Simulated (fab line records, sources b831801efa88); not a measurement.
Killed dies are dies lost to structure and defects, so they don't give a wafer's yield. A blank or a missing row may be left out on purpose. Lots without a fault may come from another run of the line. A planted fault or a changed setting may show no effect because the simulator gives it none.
A struck lot beside a sound one | flow gf180mcu | 23 steps out of a route of 602
Sound: wafers L799.1, L799.5, L799.6. Struck: wafers L804.1, L804.4, L804.5. The cause comes at the end.
At each step with rows: each side's tool, then ch and its chambers, then its first start. Under that, the readings that differ: sound wafers | struck wafers | difference of the means | sigmas: that difference in standard deviations of wafers without a fault.
alike: readings whose means differ by less than 2 such deviations, and words and numbers that are the same on both sides. not compared: withheld readings, readings that some wafer has no value for, bounds like >300 that may hide the same value, and numbers for which the record gives no deviation and whose values overlap.
The two part at a step that has a row with sigmas, a row that says differs or no value, or rows on one side only. Numbers that don't overlap but have no deviation are shown without sigmas and don't part them. A reading that every wafer of one side lacks parts them only if that side has two wafers or more.

GF_V5_RS_MEAS_24: measures by four-point-probe.
  sound on film_metro-01, day 30 18:12; struck on film_metro-03, day 32 14:20
  alike: V5_W_RS
GF_V5_THK_MEAS_25: measures by xrf.
  sound on film_metro-01, day 30 18:19; struck on film_metro-03, day 32 14:28
  alike: V5_W_THK
GF_V5_CMP_26: polishes, stops on SiO2, t overpolish 15 s, target thk 0 nm.
  sound on cmp-02 ch 0,1,3, day 30 18:32; struck on cmp-02 ch 1,2,3, day 32 14:31
  alike: motor_current_A, overpolish_run_s, time_to_endpoint_s
GF_TOP_METAL_SPUTTER_00: material Ti, target thk 37.5 nm, time 150 s.
  sound on pvd_sputter-04, day 30 18:41; struck on pvd_sputter-02, day 32 14:49
  alike: chamber_pressure_pa, throttle_valve_pct
GF_TOP_METAL_SPUTTER_01: material TiN, target thk 30 nm, time 25 s.
  sound on pvd_sputter-04, day 30 18:47; struck on pvd_sputter-02, day 32 14:55
  alike: chamber_pressure_pa, throttle_valve_pct
GF_TOP_METAL_SPUTTER_02: material AlCu, target thk 900 nm, time 47.82 s.
  sound on pvd_sputter-04, day 30 18:49; struck on pvd_sputter-02, day 32 14:57
  alike: chamber_pressure_pa, throttle_valve_pct
GF_TOP_METAL_SPUTTER_03: material Ti, target thk 5 nm, time 3.3 s.
  sound on pvd_sputter-04, day 30 18:52; struck on pvd_sputter-02, day 32 15:00
  alike: chamber_pressure_pa, throttle_valve_pct
then, 1 step without rows for these wafers: GF_TOP_METAL_SPUTTER_04 (material TiN, target thk 25 nm, time 20.8 s).
GF_TOP_METAL_RS_MEAS_05: measures by four-point-probe.
  sound on film_metro-03, day 30 18:55; struck on film_metro-02, day 32 15:02
  reading                    | sound                | struck               | difference | sigmas
  TOP_METAL_ALCU_RS (ohm/sq) | 0.0336 0.0335 0.0332 | 0.0328 0.0326 0.0329 | -0.0007    | -2
GF_TOP_METAL_THK_MEAS_06: measures by xrf.
  sound on film_metro-03, day 30 19:02; struck on film_metro-02, day 32 15:10
  reading                 | sound       | struck      | difference | sigmas
  TOP_METAL_ALCU_THK (nm) | 853 861 857 | 881 886 878 | +25        | +3
then, 2 steps without rows for these wafers: GF_TOP_METAL_DEHYDRATE_07 (time 60 s); GF_TOP_METAL_HMDS_08 (prime time 60 s).
GF_TOP_METAL_COAT_09: resist thk 1500 nm.
  sound on litho_track-04 ch 0, day 31 02:59; struck on litho_track-04 ch 0, day 32 23:23
  reading                                        | sound          | struck         | difference | sigmas
  model.NOVOLAK_of_TOP_METAL_COAT_09.thk_nm (nm) | 1504 1502 1504 | 1470 1467 1472 | -34        |
then, 4 steps without rows for these wafers: GF_TOP_METAL_SOFTBAKE_10 (time 60 s); GF_TOP_METAL_EXPOSE_11 (exposes mask MetalTop, target cd 440 nm); GF_TOP_METAL_PEB_12; GF_TOP_METAL_DEVELOP_13 (develop time 60 s).
GF_TOP_METAL_CD_MEAS_14: target cd 440 nm.
  sound on cd_sem-01, day 31 12:05; struck on cd_sem-02, day 33 07:08
  alike: cd_nm
GF_TOP_METAL_OVL_MEAS_15:
  sound on overlay-01, day 31 12:13; struck on overlay-01, day 33 07:16
  alike: TOP_METAL_OVL
GF_TOP_METAL_METAL_ETCH_16: etches the open film in Cl2/BCl3, stops on SiO2, target depth 1077.5 nm, time 179.6 s.
  sound on rie_metal-03 ch 0, day 31 12:14; struck on rie_metal-03 ch 0,1, day 33 07:18
  reading                                        | sound             | struck            | difference | sigmas
  chamber_pressure_mTorr (mTorr)                 | 8.040 8.006 7.994 | 7.989 7.993 8.009 | -0.016     | -2
  model.NOVOLAK_of_TOP_METAL_COAT_09.thk_nm (nm) | 1072 1067 1070    | 1036 1030 1033    | -37        |
  alike: bias_w, drypump_motor_current_A, he_backside_leak_sccm, oes_product_au, throttle_valve_pct
  not compared: rf_hours_counter_h
GF_TOP_METAL_STRIP_17: strips in O2/N2.
  sound on plasma_asher-02 ch 0,1, day 31 12:35; struck on plasma_asher-03 ch 1, day 33 07:28
  reading                      | sound             | struck            | difference | sigmas
  strip_time_to_endpoint_s (s) | 13.47 13.39 13.43 | 13.06 13.02 13.06 | -0.38      | -5
  alike: chamber_pressure_mTorr, drypump_motor_current_A, heater_power_w, oes_product_au
  not compared: rf_hours_counter_h
then, 2 steps without rows for these wafers: GF_TOP_METAL_STRIP_18 (strips in post etch residue remover, time 1200 s); GF_PASSIVATION_PROBE_99.

WHERE THEY PART
First at GF_TOP_METAL_RS_MEAS_05; last, within this record, at GF_TOP_METAL_STRIP_17.

WHY: what the simulator had put in
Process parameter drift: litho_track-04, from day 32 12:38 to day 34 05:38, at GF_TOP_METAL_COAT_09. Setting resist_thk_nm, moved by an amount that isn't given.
